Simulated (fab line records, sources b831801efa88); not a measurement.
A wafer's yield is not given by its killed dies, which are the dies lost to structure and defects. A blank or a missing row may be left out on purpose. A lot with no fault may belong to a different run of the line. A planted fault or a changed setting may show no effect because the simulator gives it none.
The tool behind it: which one? ; flow sky130 ; 18 wafers from 6 lots sampled at 3 of the route's 708 steps

WHAT EACH GAUGE READ, for each wafer
SKY_SD_N_CD_MEAS_07: the cd target is 380 nm.
lot;measured;on;cd nm (nm)
L723;day 27 16:09;cd sem-01;384.5 383.9 384.0
L727;day 29 02:17;cd sem-02;383.4 382.8 382.4
L729;day 30 01:46;cd sem-01;379.6 375.4 378.1
L737;day 33 20:27;cd sem-01;258.8 261.3 257.2 259.1 261.0 257.1
L739;day 34 11:07;cd sem-02;376.9 376.2 377.5
L743;day 35 13:38;cd sem-02;380.9 379.4 378.4

WHAT TOOL EACH LOT RAN ON (gives the tool, then ch and the chambers of the sampled wafers, and finally the start)
lot;SKY_POLY_CUT_STRIP_12;SKY_SD_N_DEVELOP_06
L723;plasma asher-01 ch 1, day 24 00:16;litho track-03 ch 0, day 27 16:01
L727;plasma asher-02 ch 0, day 25 11:58;litho track-03 ch 0, day 29 02:04
L729;plasma asher-02 ch 0,1, day 26 14:46;litho track-02 ch 0, day 30 01:37
L737;plasma asher-01 ch 0,1, day 30 10:29;litho track-04 ch 0, day 33 20:19
L739;plasma asher-01 ch 0,1, day 31 04:18;litho track-02 ch 0, day 34 10:58
L743;plasma asher-03 ch 0,1, day 32 08:26;litho track-03 ch 0, day 35 13:29
- SKY_POLY_CUT_STRIP_12: strips in O2/N2.
- SKY_SD_N_DEVELOP_06: develop time 60 s.

THE ANSWER, worked out from the rows above alone
Rule: what is usual is taken from the lots themselves. Put in order of their means at a reading, lots are off if they are a third of the lots or fewer, leave a main group of 4 or more, and stand apart from it by a gap of 3 or more times the standard deviation of the main group's means; of several such gaps the widest counts. The tables above print the reading to a certain number of digits; a main group whose means all agree to those digits is not used. A lot without any number at a reading at which 4 lots or more have one is off too. The other lots that the step has rows for count as sound.
Off at SKY_SD_N_CD_MEAS_07 (cd nm): L737. The main group: mean 380.2 nm, standard deviation 2.8.
A tool fits if, at a process step before that reading, it ran every lot that is off, and no sound lot after the first of them. Those tools and the gauges at SKY_SD_N_CD_MEAS_07 are tried in the same way. This does not decide it: 2 tools fit, namely litho track-04 at SKY_SD_N_DEVELOP_06 and cd sem-01 at SKY_SD_N_CD_MEAS_07.

WHAT HAD BEEN PUT IN BY THE SIMULATOR
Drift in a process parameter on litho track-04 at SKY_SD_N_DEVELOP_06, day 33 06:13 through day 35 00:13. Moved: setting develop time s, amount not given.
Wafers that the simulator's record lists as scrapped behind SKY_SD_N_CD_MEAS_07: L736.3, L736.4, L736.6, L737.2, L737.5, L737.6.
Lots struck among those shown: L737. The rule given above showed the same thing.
